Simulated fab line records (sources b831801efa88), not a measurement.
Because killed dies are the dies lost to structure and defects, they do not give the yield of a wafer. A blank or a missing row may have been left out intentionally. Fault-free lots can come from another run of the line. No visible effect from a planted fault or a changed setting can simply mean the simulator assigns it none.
Comparing a struck lot with a sound one + flow gf180mcu + 15 steps out of a route of 602
Sound: the wafers L609.1, L609.2, L609.3. Wafers L615.3, L615.5, L615.6 were the ones struck. The cause comes at the end.
Per side, at each step with rows, come the tool, then ch with its chambers, and then its first start. Under that, the readings that differ: sound wafers + struck wafers + difference of the means + sigmas: that difference in standard deviations of wafers without a fault.
alike: same words and numbers on both sides, and readings whose means sit less than 2 such deviations apart. not compared: any withheld reading, any reading some wafer has no value for, any bound like >300 that may hide the same value, and any number with overlapping values for which the record gives no deviation.
The two part at a step that has a row with sigmas, a row that says differs or no value, or rows on one side only. Non-overlapping numbers with no deviation appear without sigmas and do not part them. A reading that every wafer of one side lacks parts them only if that side has two wafers or more.

GF_DUAL_GATE_THK_MEAS_03:
  sound: film_metro-02 at day 7 17:40; struck: film_metro-02 at day 9 14:29
  alike: DUAL_GATE_OXIDATION_00_THK
then, 7 steps without rows for these wafers: GF_DUAL_GATE_DEHYDRATE_04 (time 60 s); GF_DUAL_GATE_HMDS_05 (prime time 60 s); GF_DUAL_GATE_COAT_06 (resist thk 1000 nm); GF_DUAL_GATE_SOFTBAKE_07 (time 60 s); GF_DUAL_GATE_EXPOSE_08 (exposes mask Dualgate, target cd 700 nm); GF_DUAL_GATE_PEB_09; GF_DUAL_GATE_DEVELOP_10 (develop time 60 s).
GF_DUAL_GATE_OVL_MEAS_11:
  sound: overlay-01 at day 8 09:22; struck: overlay-02 at day 10 08:21
  alike: DUAL_GATE_OVL
then, 1 step without rows for these wafers: GF_DUAL_GATE_WET_ETCH_12 (etches SiO2 in dHF, target depth 13 nm, time 260 s).
GF_DUAL_GATE_STRIP_13: strips in O2/N2.
  sound on plasma_asher-04 ch 0,1, day 8 09:28; struck on plasma_asher-01 ch 0,1, day 10 08:29
  alike: drypump_motor_current_A, heater_power_w, oes_product_au, strip_time_to_endpoint_s
  not compared: rf_hours_counter_h
then, 1 step without rows for these wafers: GF_DUAL_GATE_CLEAN_14 (cleans in SC1/SC2, time 150 s).
GF_DUAL_GATE_OXIDATION_15: stabilise 600 s, purge 300 s, target thk 7.098 nm.
  sound on furnace-02 ch 0, day 8 09:37; struck on furnace-02 ch 0, day 10 09:07
| reading                | sound                | struck            | difference | sigmas |
|------------------------|----------------------|-------------------|------------|--------|
| spike_tc_bottom_C (C)  | 869.2 868.1 869.1    | 873.5 874.8 873.6 | +5.2       | +3     |
| spike_tc_centre_C (C)  | 849.2 849.2 850.5    | 855.5 852.6 853.0 | +4.1       | +4     |
| spike_tc_lower_C (C)   | 851.3 850.0 850.9    | 852.7 854.1 855.5 | +3.4       | +3     |
| spike_tc_upper_C (C)   | 850.0 850.0 849.2    | 854.1 855.1 856.5 | +5.5       | +4     |
| tube_center_temp_C (C) | 850.01 850.02 850.05 | 854.08 853.97 854 | +3.99      | +54    |
| tube_center_temp_C_max | 852.9 852.1 852.1    | 857.0 856.7 856.9 | +4.5       | +13    |
then, 1 step without rows for these wafers: GF_POLY_GATE_CVD_00 (deposits poly-Si, target thk 200 nm, time 1200 s).
-- the record jumps here: 21 days lie between the struck wafers' starts before and after (it left off in module POLY_GATE and takes up again in module PASSIVATION, whose first step shown is number 602 of the route) --
GF_PASSIVATION_PROBE_99:
  record: rows for the struck wafers here (prober-02, day 31 04:37), none for the sound ones

## WHERE THEY PART
First at GF_DUAL_GATE_OXIDATION_15; last, within this record, at GF_PASSIVATION_PROBE_99.

WHY: what had been put in by the simulator
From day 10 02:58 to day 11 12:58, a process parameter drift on furnace-02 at GF_DUAL_GATE_OXIDATION_15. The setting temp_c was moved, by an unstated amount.
